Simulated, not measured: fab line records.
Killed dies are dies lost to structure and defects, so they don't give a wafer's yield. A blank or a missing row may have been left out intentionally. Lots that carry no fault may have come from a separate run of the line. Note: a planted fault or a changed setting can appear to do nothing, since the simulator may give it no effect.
Code-filled problem report in 8D (eight disciplines) form :: flow sky130 :: the parts of the form that need people (team, actions taken, sign-off) are left out

## 1. PROBLEM STATEMENT
At SKY_VT_ADJUST_PCH_COAT_02, spin speed rpm averages 1715.2 rpm over 6 wafers from 2 lots, while fault-free wafers read 1999.8 rpm, standard deviation 1.6. That is -99 or more standard deviations from the usual mean.
The step: resist thk 3000 nm.
First seen on wafer L415.1, day 13 00:50, on litho track-03. At this step, 42 wafers from 14 lots have a number in the record. Rule for "out" (also "out of limits"): further than 4 standard deviations from the usual mean. Any other wafer with a number is counted as sound.

## 2. WHAT IT IS, AND WHAT IT ISN'T
question: which readings at this step
is: spin speed rpm
is not: -

question: which lots
is: L415, L418
is not: L405, L406, L408, L412, L414, L416, L417, L423, L425, L426, L427, L428

question: which wafers of those lots
is: all that have a number
is not: -

question: read on which tools
is: litho track-03
is not: litho track-02, litho track-04

question: when
is: from day 13 00:50
is not: up to then (15 sound wafers); but 21 sound wafers of L416, L417, L423, L425, L426, L427, L428 came after

## 3. THE SUSPECTS, EACH WITH WHAT RULES IT OUT
Counting: a tool stays on the suspect list if, at a process step up to the reading, it processed all lots that are out and no sound lot following the first of them.
- litho track-03 at SKY_VT_ADJUST_PCH_COAT_02 (resist thk 3000 nm): ruled out as a lasting fault. After its first lot that is out, L415 (day 13 00:50), sound lots L427 ran on it.
Left after counting: nothing in the record.

## 4. THE CAUSE (what the simulator had put in)
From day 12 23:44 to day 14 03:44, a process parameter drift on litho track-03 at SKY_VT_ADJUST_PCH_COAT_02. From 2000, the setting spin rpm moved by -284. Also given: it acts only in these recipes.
Counting ruled it out, wrongly.

## 5. SEQUENCE OF EFFECTS, ordered by route
Each row: a reading whose mean over the struck wafers that have a number lies more than 3 standard deviations from the usual. Only readings for which the record gives a usual standard deviation are gone through. hours: the time from each lot's start at the first step in this table that gives one to its start at this step, as a median over the lots. sigmas: the change in usual standard deviations.
hours: 0
step: SKY_VT_ADJUST_PCH_COAT_02
reading: spin speed rpm
usual: 1999.8 rpm
on struck wafers: 1715.2
change: -284.6
sigmas: -99 or more

hours: 13
step: SKY_VT_ADJUST_PCH_STRIP_09
reading: strip time to endpoint s
usual: 36.93 s
on struck wafers: 39.77
change: +2.84
sigmas: +28
Here are the process steps it includes:
- SKY_VT_ADJUST_PCH_COAT_02: resist thk 3000 nm.
- SKY_VT_ADJUST_PCH_STRIP_09: strips in O2/N2.

## 6. WHAT WOULD HAVE CAUGHT IT SOONER
In this record the first reading out of limits was taken at day 13 00:50, 1 hour after the fault began at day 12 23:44.
